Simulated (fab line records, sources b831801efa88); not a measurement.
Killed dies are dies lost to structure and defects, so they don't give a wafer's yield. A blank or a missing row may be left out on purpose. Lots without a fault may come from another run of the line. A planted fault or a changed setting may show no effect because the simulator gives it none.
Split-lot experiment | flow gf180mcu | 5 lots, 23 wafers read, on a route of 602 steps

THE SPLIT
At GF_DNWELL_COAT_02 (resist thk 3000 nm), the setting spin_rpm was moved away from the recipe's 2000 rpm on 8 of the 23 wafers read, by +2.6% to +6.7%. The other wafers ran this setting at the recipe's value.

The reading is taken at the split's own step.

THE READING
coat_of_DNWELL_COAT_02.thk_nm (the simulator's own value, which no gauge read), in nm, at GF_DNWELL_COAT_02 (resist thk 3000 nm). The file gives no usual value for it. The 15 wafers here that ran the recipe average 3002 nm, standard deviation 6.7 nm.

wafer  | tool, chamber at the split | spin_rpm as run, rpm | against the recipe | coat_of_DNWELL_COAT_02.thk_nm, nm | against lot-mates on the recipe
L074.1 | litho_track-03, 0          | 2105                 | +5.2%              | 2933                              | -67
L074.2 | litho_track-03, 0          | 2000                 | recipe             | 2995                              | -
L074.3 | litho_track-03, 0          | 2000                 | recipe             | 3002                              | -
L074.6 | litho_track-03, 0          | 2000                 | recipe             | 3002                              | -
L074.5 | litho_track-03, 0          | 2105                 | +5.2%              | 2924                              | -76
L075.1 | litho_track-01, 0          | 2128                 | +6.4%              | 2908                              | -101
L075.2 | litho_track-01, 0          | 2000                 | recipe             | 2999                              | -
L075.3 | litho_track-01, 0          | 2128                 | +6.4%              | 2905                              | -104
L075.5 | litho_track-01, 0          | 2000                 | recipe             | 3011                              | -
L075.6 | litho_track-01, 0          | 2000                 | recipe             | 3016                              | -
L076.1 | litho_track-04, 0          | 2134                 | +6.7%              | 2912                              | -94
L076.3 | litho_track-04, 0          | 2134                 | +6.7%              | 2914                              | -92
L076.4 | litho_track-04, 0          | 2000                 | recipe             | 3010                              | -
L076.5 | litho_track-04, 0          | 2000                 | recipe             | 2995                              | -
L076.6 | litho_track-04, 0          | 2000                 | recipe             | 3012                              | -
L081.1 | litho_track-04, 0          | 2000                 | recipe             | 2995                              | -
L081.2 | litho_track-04, 0          | 2000                 | recipe             | 3001                              | -
L081.3 | litho_track-04, 0          | 2052                 | +2.6%              | 2964                              | -36
L081.4 | litho_track-04, 0          | 2000                 | recipe             | 3004                              | -
L081.6 | litho_track-04, 0          | 2052                 | +2.6%              | 2956                              | -44
L084.1 | litho_track-01, 0          | 2000                 | recipe             | 2998                              | -
L084.3 | litho_track-01, 0          | 2000                 | recipe             | 3001                              | -
L084.4 | litho_track-01, 0          | 2000                 | recipe             | 2995                              | -

THE FIT
A straight line over all 23 wafers: coat_of_DNWELL_COAT_02.thk_nm changes by -14.2 nm for each +1% of spin_rpm; r = -0.99; the points scatter about the line by 6.6 nm.
The same after taking each lot's own level away (the mean of its wafers on the recipe; 23 wafers): -14.6 nm for each +1%; r = -0.99; scatter 6.1 nm.
On that fit, the largest move of spin_rpm shifts the reading by 98 nm.
The lots' own levels span 2998.0 to 3008.7 nm, that is 1.6 times the standard deviation above.
So the lot-to-lot level changes the slope little: the two slopes agree.
Check: with one of the wafers moved furthest among these (+6.7%) left out of the fit, the line predicts -98.6 nm for it against its lot-mates. It came out at -93.7 nm against them.

OTHER SPLITS ON THESE WAFERS
These wafers also went through other splits before the reading. Each is held against what the fit with the lots' levels taken away leaves over:
other split on the same wafers | wafers away from the commonest value | r with coat_of_DNWELL_COAT_02.thk_nm (lot level and that fit taken away)
GF_STI_COAT_07 resist_thk_nm   | 9                                    | -0.06
GF_STI_ETCH_14 time_s          | 11                                   | -0.20

THE WHOLE CHAIN: every reading that the file lists as answering this split, in the file's order
step               | what it does       | reading                                                                        | change (the file's fit)              | r (the file's)
GF_DNWELL_COAT_02  | resist thk 3000 nm | coat_of_DNWELL_COAT_02.thk_nm (the simulator's own value, which no gauge read) | -14.6 nm for each +1% of the setting | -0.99
GF_DNWELL_STRIP_08 | strips in O2/N2    | strip_time_to_endpoint_s                                                       | withheld for each +1% of the setting | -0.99

THE FILE'S OWN FIT
coat_of_DNWELL_COAT_02.thk_nm changes by -14.6 nm for each +1% of spin_rpm, r = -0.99.
